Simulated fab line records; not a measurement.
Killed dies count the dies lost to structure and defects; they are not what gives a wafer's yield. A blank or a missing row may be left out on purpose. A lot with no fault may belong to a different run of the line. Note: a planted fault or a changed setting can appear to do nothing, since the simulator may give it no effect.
Which of the tools did it?    flow sky130    12 lots with 36 wafers sampled at 5 steps, on a route of 708 steps

WHAT EACH GAUGE READ, for each wafer
SKY_NWELL_THK_MEAS_02. Usual: NWELL_OXIDATION_THK gives 9.93 nm (standard deviation 0.2).
lot   measured     on            NWELL_OXIDATION_THK (nm)  flag
L743  day 2 17:04  filmMetro-02  9.87 10.00 10.05          
L744  day 2 22:32  filmMetro-02  10.00 10.11 10.22         
L746  day 3 08:52  filmMetro-02  9.90 9.78 9.84            
L748  day 4 01:17  filmMetro-03  9.97 10.03 10.00          
L752  day 5 00:13  filmMetro-02  9.79 9.83 9.93            
L753  day 5 01:37  filmMetro-04  9.92 9.98 10.00           
L754  day 5 05:19  filmMetro-03  10.05 9.90 10.09          
L761  day 6 20:08  filmMetro-02  10.02 10.11 9.99          
L762  day 7 00:26  filmMetro-04  10.07 10.07 10.05         
L763  day 7 01:47  filmMetro-03  10.20 10.18 10.06         
L764  day 7 07:08  filmMetro-02  10.13 10.14 10.09         
L765  day 7 12:28  filmMetro-02  9.58 9.69 9.58            

SKY_GATE_OXIDE_THK_MEAS_02. Usual: GATE_OXIDE_OXIDATION_00_THK gives 10.32 nm (standard deviation 0.2).
lot   measured      on            GATE_OXIDE_OXIDATION_00_THK (nm)  flag
L743  day 12 20:45  filmMetro-03  10.07 9.96 10.00                  
L744  day 13 09:43  filmMetro-04  10.41 10.49 10.27                 
L746  day 13 18:52  filmMetro-04  10.46 10.31 10.37                 
L748  day 15 00:07  filmMetro-03  10.74 10.71 10.72                 
L752  day 16 11:56  filmMetro-03  7.59 7.77 7.78                    OFF
L753  day 16 16:19  filmMetro-04  7.80 7.87 7.83                    OFF
L754  day 17 00:26  filmMetro-03  10.08 10.46 10.22                 
L761  day 19 13:31  filmMetro-03  10.49 10.30 10.28                 
L762  day 19 18:13  filmMetro-03  10.21 10.32 10.08                 
L763  day 20 00:31  filmMetro-02  10.10 9.97 9.97                   
L764  day 20 06:14  filmMetro-02  10.43 10.24 10.27                 
L765  day 20 16:03  filmMetro-02  10.09 10.01 10.05                 

SKY_VIA1_CD_MEAS_12 targets a cd of 150 nm. Usual: cdNm 150.2 nm, standard deviation 1.7.
lot   measured      on        cdNm (nm)          flag
L743  day 33 23:38  cdSem-01  151.8 152.7 151.6  
L744  day 34 10:19  cdSem-01  154.3 152.0 153.7  
L746  day 34 21:02  cdSem-01  148.5 145.9 149.0  
L748  day 36 04:35  cdSem-01  152.2 151.0 155.0  
L752  day 37 15:23  cdSem-02  151.1 152.1 150.5  
L753  day 37 16:40  cdSem-02  151.9 150.9 150.0  
L754  day 38 02:58  cdSem-02  148.3 149.7 149.3  
L761  day 40 06:23  cdSem-02  149.5 148.5 149.9  
L762  day 40 08:02  cdSem-02  151.0 150.1 150.7  
L763  day 40 09:10  cdSem-02  148.3 149.5 148.2  
L764  day 40 15:13  cdSem-02  149.0 148.7 146.4  
L765  day 41 03:20  cdSem-02  149.8 149.1 148.8  

EACH LOT AND THE TOOL THAT RAN IT (in order: tool; ch and the chambers of the sampled wafers; start)
lot   SKY_GATE_OXIDE_OXIDATION_01    SKY_METAL1_SPUTTER_03
L743  furnace-02 ch 0, day 12 19:19  pvdSputter-03, day 31 15:22
L744  furnace-01 ch 0, day 13 08:18  pvdSputter-03, day 32 04:02
L746  furnace-02 ch 0, day 13 17:27  pvdSputter-03, day 32 14:43
L748  furnace-01 ch 0, day 14 22:42  pvdSputter-03, day 33 22:19
L752  furnace-02 ch 0, day 16 10:32  pvdSputter-04, day 35 09:31
L753  furnace-02 ch 0, day 16 14:53  pvdSputter-03, day 35 10:49
L754  furnace-01 ch 0, day 16 23:02  pvdSputter-02, day 35 21:25
L761  furnace-01 ch 0, day 19 12:07  pvdSputter-04, day 38 00:55
L762  furnace-02 ch 0, day 19 16:47  pvdSputter-04, day 38 05:00
L763  furnace-02 ch 0, day 19 23:06  pvdSputter-02, day 38 06:17
L764  furnace-02 ch 0, day 20 04:49  pvdSputter-04, day 38 11:46
L765  furnace-02 ch 0, day 20 14:38  pvdSputter-04, day 39 00:32
- SKY_GATE_OXIDE_OXIDATION_01: stabilise 600 s, purge 300 s, target thk 10.268 nm.
- SKY_METAL1_SPUTTER_03: material Ti, target thk 5 nm, time 3.3 s.

AS READ BY THE TOOLS THEMSELVES (means over the sampled wafers that have a number; for cases with no such wafer, the mark the record gives instead)
SKY_GATE_OXIDE_OXIDATION_01. Usual: spikeTcBottomC 913 C, standard deviation 4; spikeTcCentreC 900.4 C, standard deviation 1.2; spikeTcLowerC 900.9 C, standard deviation 1.3; spikeTcTopC 906 C, standard deviation 3.8; spikeTcUpperC 899.9 C, standard deviation 1.6; tubeCenterTempC 899.99 C, standard deviation 0.08; tube_center_temp_C_max 902.4, standard deviation 0.39; zonePowerLowerPct 20.2 %, standard deviation 1.4.
lot   tool        spikeTcBottomC (C)  spikeTcCentreC (C)  spikeTcLowerC (C)  spikeTcTopC (C)  spikeTcUpperC (C)  tubeCenterTempC (C)  tube_center_temp_C_max  zonePowerLowerPct (%)  flag
L743  furnace-02  910                 900.7               900.5              903              900.7              900.06               902.3                   18.9                   
L744  furnace-01  918                 900.0               901.5              911              899.8              900.07               902.6                   21.7                   
L746  furnace-02  909                 901.4               900.1              903              901.0              900.01               902.3                   18.9                   
L748  furnace-01  917                 900.2               901.9              911              898.5              899.90               902.4                   21.9                   
L752  furnace-02  883                 874.3               874.8              878              874.8              873.61               875.9                   18.1                   OFF
L753  furnace-02  883                 874.9               873.2              878              874.7              873.62               875.9                   17.8                   OFF
L754  furnace-01  917                 899.5               901.3              911              898.0              899.91               902.3                   21.7                   
L761  furnace-01  917                 898.7               903.0              910              897.4              899.98               902.4                   21.6                   
L762  furnace-02  909                 899.9               900.1              903              900.7              899.96               902.2                   18.8                   
L763  furnace-02  908                 901.8               900.0              904              901.0              899.99               902.2                   19.2                   
L764  furnace-02  910                 901.0               900.7              904              899.7              899.96               902.3                   19.1                   
L765  furnace-02  910                 901.9               899.9              902              901.5              899.98               902.2                   19.0                   

SKY_METAL1_SPUTTER_03. Usual: throttleValvePct 30.1 %, standard deviation 0.67.
lot   tool           throttleValvePct (%)  flag
L743  pvdSputter-03  29.8                  
L744  pvdSputter-03  29.8                  
L746  pvdSputter-03  29.8                  
L748  pvdSputter-03  29.7                  
L752  pvdSputter-04  30.4                  
L753  pvdSputter-03  29.7                  
L754  pvdSputter-02  30.8                  
L761  pvdSputter-04  30.6                  
L762  pvdSputter-04  30.0                  
L763  pvdSputter-02  30.4                  
L764  pvdSputter-04  30.7                  
L765  pvdSputter-04  30.4                  

THE ANSWER, worked out from the rows above alone
Rule: a lot counts as off when the mean over its wafers that have a number is more than 3 standard deviations away from the usual mean. Also off: a lot with no number at a reading for which 4 or more lots have one. The other lots that the step has rows for count as sound. Order of review: gauges by route order, followed by the tools' own readings, for which a lot's mean as printed above is used. At the first step where some lot is off, the reading lying furthest off is the one used; lots without a number count as furthest.
Off: L752, L753, at SKY_GATE_OXIDE_THK_MEAS_02 (GATE_OXIDE_OXIDATION_00_THK).
A tool fits if, at a process step before that reading, it ran every lot that is off, and no sound lot after the first of them. The gauges at SKY_GATE_OXIDE_THK_MEAS_02 aren't tried: what is off there is off at SKY_GATE_OXIDE_OXIDATION_01 too, on other tools, and a gauge's error can't cause that. No candidate that was tried fits.

WHAT HAD BEEN PUT IN BY THE SIMULATOR
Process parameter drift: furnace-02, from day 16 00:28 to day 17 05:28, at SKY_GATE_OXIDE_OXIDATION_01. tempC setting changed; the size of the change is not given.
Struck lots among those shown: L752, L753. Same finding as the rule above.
